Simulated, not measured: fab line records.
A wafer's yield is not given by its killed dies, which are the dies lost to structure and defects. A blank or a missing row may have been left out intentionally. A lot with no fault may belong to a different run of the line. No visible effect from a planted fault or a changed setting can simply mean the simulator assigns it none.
Which of the tools did it? ; flow sky130 ; 24 lots with 72 wafers sampled at 6 steps, on a route of 708 steps

WHAT THE GAUGES SHOWED, per wafer
SKY_VIA1_OVL_MEAS_13.
lot;measured;on;VIA1_OVL (nm)
L074;day 34 03:48;overlay-01;-7 -4 -3
L075;day 34 14:07;overlay-01;-2 -3 -4
L076;day 34 18:31;overlay-02;-7 -1 2
L077;day 35 05:02;overlay-02;-5 -1 -4
L078;day 35 12:27;overlay-02;-3 -6 1
L079;day 35 15:48;overlay-02;9 -3 2
L080;day 36 00:36;overlay-02;5 6 1
L081;day 36 09:18;overlay-01;0 -1 5
L082;day 36 21:52;overlay-02;-13 -20 -12
L083;day 37 02:57;overlay-01;4 -4 -6
L084;day 37 08:40;overlay-01;-6 -1 2
L085;day 37 15:54;overlay-02;-4 -5 -4
L086;day 37 22:45;overlay-01;0 -1 0
L087;day 38 06:10;overlay-01;11 7 12
L088;day 38 13:25;overlay-01;-1 1 -5
L089;day 38 21:49;overlay-01;-3 -4 3
L090;day 39 02:18;overlay-02;-1 4 -1
L091;day 39 13:19;overlay-02;-7 -10 -7
L092;day 39 18:31;overlay-02;1 0 -5
L093;day 39 22:43;overlay-01;10 -2 0
L094;day 40 07:45;overlay-01;-1 -6 3
L095;day 40 12:48;overlay-02;2 3 7
L096;day 40 18:28;overlay-02;2 0 6
L097;day 41 08:52;overlay-02;-2 -4 -1

SKY_VIA2_OVL_MEAS_13.
lot;measured;on;VIA2_OVL (nm)
L074;day 36 12:00;overlay-02;-4 4 0
L075;day 36 22:13;overlay-01;2 0 2
L076;day 37 01:56;overlay-02;4 2 3
L077;day 37 13:09;overlay-02;9 9 3
L078;day 37 19:50;overlay-01;6 6 9
L079;day 37 22:58;overlay-02;1 -2 -4
L080;day 38 08:06;overlay-02;4 -1 0
L081;day 38 15:35;overlay-02;2 -3 0
L082;day 39 03:35;overlay-01;12 9 8
L083;day 39 10:01;overlay-01;5 1 4
L084;day 39 14:40;overlay-02;-8 -9 -9
L085;day 39 20:56;overlay-01;6 11 2
L086;day 40 03:42;overlay-01;4 -1 -3
L087;day 40 11:22;overlay-01;4 8 6
L088;day 40 18:07;overlay-02;14 12 9
L089;day 41 02:22;overlay-02;-5 -6 -5
L090;day 41 07:23;overlay-01;6 1 4
L091;day 41 17:16;overlay-01;-2 5 2
L092;day 41 21:13;overlay-02;6 0 -3
L093;day 42 02:59;overlay-01;7 6 -5
L094;day 42 10:45;overlay-01;3 7 -1
L095;day 42 16:48;overlay-01;-2 0 -9
L096;day 42 20:55;overlay-01;9 4 10
L097;day 43 11:46;overlay-02;4 4 1

TOOL THAT RAN EACH LOT (tool first, then ch and the chambers of the sampled wafers, then the start)
lot;SKY_RES_XHIGH_STRIP_08;SKY_METAL2_SPUTTER_00;SKY_METAL2_SPUTTER_01;SKY_METAL2_STRIP_20
L074;plasma asher-02 ch 0,1, day 26 21:50;pvd sputter-03, day 34 05:17;pvd sputter-03, day 34 05:18;plasma asher-01 ch 1, day 35 08:31
L075;plasma asher-02 ch 0,1, day 27 07:51;pvd sputter-02, day 34 15:31;pvd sputter-02, day 34 15:32;plasma asher-04 ch 0,1, day 35 18:45
L076;plasma asher-01 ch 0,1, day 27 12:20;pvd sputter-03, day 34 19:52;pvd sputter-03, day 34 19:54;plasma asher-01 ch 0,1, day 35 22:37
L077;plasma asher-04 ch 0,1, day 28 00:14;pvd sputter-02, day 35 06:23;pvd sputter-02, day 35 06:25;plasma asher-01 ch 0,1, day 36 09:52
L078;plasma asher-04 ch 0,1, day 28 08:26;pvd sputter-02, day 35 13:49;pvd sputter-02, day 35 13:50;plasma asher-04 ch 0,1, day 36 16:49
L079;plasma asher-01 ch 0,1, day 28 13:14;pvd sputter-02, day 35 17:10;pvd sputter-02, day 35 17:11;plasma asher-04 ch 0,1, day 36 19:34
L080;plasma asher-01 ch 0,1, day 28 21:23;pvd sputter-02, day 36 02:05;pvd sputter-02, day 36 02:06;plasma asher-03 ch 0,1, day 37 04:25
L081;plasma asher-02 ch 0,1, day 29 05:49;pvd sputter-04, day 36 10:43;pvd sputter-04, day 36 10:44;plasma asher-01 ch 0,1, day 37 13:01
L082;plasma asher-04 ch 0,1, day 29 19:01;pvd sputter-03, day 36 23:14;pvd sputter-03, day 36 23:15;plasma asher-04 ch 0,1, day 38 01:06
L083;plasma asher-01 ch 0,1, day 30 00:04;pvd sputter-03, day 37 04:20;pvd sputter-03, day 37 04:21;plasma asher-04 ch 0,1, day 38 07:04
L084;plasma asher-04 ch 0,1, day 30 06:40;pvd sputter-03, day 37 10:01;pvd sputter-03, day 37 10:02;plasma asher-03 ch 0,1, day 38 12:26
L085;plasma asher-01 ch 0,1, day 30 16:16;pvd sputter-04, day 37 17:16;pvd sputter-04, day 37 17:17;plasma asher-03 ch 0,1, day 38 19:10
L086;plasma asher-01 ch 0,1, day 30 23:47;pvd sputter-03, day 38 00:08;pvd sputter-03, day 38 00:10;plasma asher-04 ch 0,1, day 39 02:10
L087;plasma asher-02 ch 0,1, day 31 05:19;pvd sputter-04, day 38 07:31;pvd sputter-04, day 38 07:32;plasma asher-04 ch 0,1, day 39 09:22
L088;plasma asher-01 ch 0,1, day 31 12:49;pvd sputter-04, day 38 14:50;pvd sputter-04, day 38 14:52;plasma asher-01 ch 0,1, day 39 16:45
L089;plasma asher-04 ch 0,1, day 31 22:39;pvd sputter-02, day 38 23:09;pvd sputter-02, day 38 23:10;plasma asher-04 ch 0,1, day 40 01:03
L090;plasma asher-01 ch 0, day 32 04:44;pvd sputter-03, day 39 04:01;pvd sputter-03, day 39 04:02;plasma asher-01 ch 1, day 40 05:49
L091;plasma asher-02 ch 0,1, day 32 15:31;pvd sputter-02, day 39 14:41;pvd sputter-02, day 39 14:43;plasma asher-03 ch 0,1, day 40 15:57
L092;plasma asher-01 ch 1, day 32 23:17;pvd sputter-03, day 39 19:52;pvd sputter-03, day 39 19:53;plasma asher-04 ch 0, day 40 20:20
L093;plasma asher-01 ch 0,1, day 33 03:28;pvd sputter-03, day 40 00:28;pvd sputter-03, day 40 00:29;plasma asher-01 ch 1, day 41 01:10
L094;plasma asher-01 ch 0,1, day 33 11:02;pvd sputter-02, day 40 09:06;pvd sputter-02, day 40 09:07;plasma asher-04 ch 0,1, day 41 10:00
L095;plasma asher-04 ch 0,1, day 33 18:29;pvd sputter-02, day 40 14:09;pvd sputter-02, day 40 14:10;plasma asher-04 ch 0,1, day 41 15:16
L096;plasma asher-01 ch 0,1, day 33 23:19;pvd sputter-04, day 40 19:50;pvd sputter-04, day 40 19:52;plasma asher-01 ch 0,1, day 41 20:12
L097;plasma asher-01 ch 0,1, day 34 14:50;pvd sputter-03, day 41 10:14;pvd sputter-03, day 41 10:16;plasma asher-04 ch 0,1, day 42 10:37
- SKY_RES_XHIGH_STRIP_08: strips in O2/N2.
- SKY_METAL2_SPUTTER_00: material Ti, target thk 15 nm, time 10 s.
- SKY_METAL2_SPUTTER_01: material TiN, target thk 20 nm, time 16.7 s.
- SKY_METAL2_STRIP_20: strips in O2/N2.

AS READ BY THE TOOLS THEMSELVES (means over the sampled wafers that have a number; for cases with no such wafer, the mark the record gives instead)
SKY_RES_XHIGH_STRIP_08.
lot;tool;drypump motor current A (A);oes product au (a.u.);strip time to endpoint s (s)
L074;plasma asher-02;5.8;0.707;14.35
L075;plasma asher-02;6.1;0.709;14.24
L076;plasma asher-01;5.4;0.711;14.23
L077;plasma asher-04;5.3;0.714;14.31
L078;plasma asher-04;5.2;0.712;14.25
L079;plasma asher-01;5.4;0.712;14.33
L080;plasma asher-01;5.4;0.706;14.27
L081;plasma asher-02;5.8;0.709;14.23
L082;plasma asher-04;5.3;0.708;14.25
L083;plasma asher-01;5.1;0.713;14.28
L084;plasma asher-04;5.3;0.713;14.23
L085;plasma asher-01;5.4;0.708;14.29
L086;plasma asher-01;5.1;0.711;14.24
L087;plasma asher-02;5.8;0.710;14.31
L088;plasma asher-01;5.4;0.716;14.27
L089;plasma asher-04;5.1;0.708;14.26
L090;plasma asher-01;4.9;0.711;14.26
L091;plasma asher-02;5.8;0.711;14.26
L092;plasma asher-01;5.6;0.716;14.32
L093;plasma asher-01;5.1;0.708;14.25
L094;plasma asher-01;5.1;0.712;14.31
L095;plasma asher-04;5.1;0.713;14.26
L096;plasma asher-01;5.3;0.713;14.26
L097;plasma asher-01;5.4;0.710;14.26

SKY_METAL2_SPUTTER_00.
lot;tool;throttle valve pct (%)
L074;pvd sputter-03;31.0
L075;pvd sputter-02;29.0
L076;pvd sputter-03;29.9
L077;pvd sputter-02;29.0
L078;pvd sputter-02;30.1
L079;pvd sputter-02;28.7
L080;pvd sputter-02;29.3
L081;pvd sputter-04;30.1
L082;pvd sputter-03;30.4
L083;pvd sputter-03;30.5
L084;pvd sputter-03;30.3
L085;pvd sputter-04;29.9
L086;pvd sputter-03;30.6
L087;pvd sputter-04;30.7
L088;pvd sputter-04;30.0
L089;pvd sputter-02;29.0
L090;pvd sputter-03;31.1
L091;pvd sputter-02;29.3
L092;pvd sputter-03;30.6
L093;pvd sputter-03;30.4
L094;pvd sputter-02;30.0
L095;pvd sputter-02;30.0
L096;pvd sputter-04;30.1
L097;pvd sputter-03;30.2

SKY_METAL2_SPUTTER_01.
lot;tool;throttle valve pct (%)
L074;pvd sputter-03;31.2
L075;pvd sputter-02;29.0
L076;pvd sputter-03;29.8
L077;pvd sputter-02;29.0
L078;pvd sputter-02;30.2
L079;pvd sputter-02;29.0
L080;pvd sputter-02;29.2
L081;pvd sputter-04;30.2
L082;pvd sputter-03;30.4
L083;pvd sputter-03;30.5
L084;pvd sputter-03;30.4
L085;pvd sputter-04;29.8
L086;pvd sputter-03;30.5
L087;pvd sputter-04;30.7
L088;pvd sputter-04;29.9
L089;pvd sputter-02;29.1
L090;pvd sputter-03;31.0
L091;pvd sputter-02;29.3
L092;pvd sputter-03;30.6
L093;pvd sputter-03;30.2
L094;pvd sputter-02;29.8
L095;pvd sputter-02;29.9
L096;pvd sputter-04;30.1
L097;pvd sputter-03;30.3

SKY_METAL2_STRIP_20.
lot;tool;drypump motor current A (A);oes product au (a.u.);strip time to endpoint s (s)
L074;plasma asher-01;5.5;0.347;2.79
L075;plasma asher-04;5.3;0.342;2.65
L076;plasma asher-01;5.1;0.345;2.76
L077;plasma asher-01;5.1;0.345;2.79
L078;plasma asher-04;5.1;0.350;2.78
L079;plasma asher-04;5.1;0.342;2.74
L080;plasma asher-03;5.5;0.348;2.79
L081;plasma asher-01;5.4;0.349;2.71
L082;plasma asher-04;5.1;0.341;2.75
L083;plasma asher-04;5.3;0.349;2.79
L084;plasma asher-03;6.0;0.342;2.71
L085;plasma asher-03;5.4;0.348;2.74
L086;plasma asher-04;5.3;0.341;2.71
L087;plasma asher-04;5.2;0.345;2.81
L088;plasma asher-01;5.3;0.347;2.78
L089;plasma asher-04;5.1;0.344;2.77
L090;plasma asher-01;5.6;0.349;2.80
L091;plasma asher-03;6.0;0.341;2.65
L092;plasma asher-04;5.0;0.338;2.61
L093;plasma asher-01;5.6;0.337;2.62
L094;plasma asher-04;5.2;0.348;2.76
L095;plasma asher-04;5.1;0.345;2.75
L096;plasma asher-01;5.3;0.341;2.70
L097;plasma asher-04;5.1;0.347;2.66

THE ANSWER, worked out from the rows above alone
Rule: what is usual is taken from the lots themselves. Put in order of their means at a reading, lots are off if they are a third of the lots or fewer, leave a main group of 4 or more, and stand apart from it by a gap of 3 or more times the standard deviation of the main group's means; of several such gaps the widest counts. Not used: any main group whose means are identical at the precision the tables above print for the reading. A lot without any number at a reading at which 4 lots or more have one is off too. Any other lot the step has rows for is counted as sound. The gauges are gone through in route order, then the tools' own readings, and for those a lot's mean is taken as printed above. At the first step where some lot is off, the reading lying furthest off is the one used; lots without a number count as furthest.
No lot is off at any reading shown: from this, nothing can be told.

WHAT WAS PUT IN BY THE SIMULATOR
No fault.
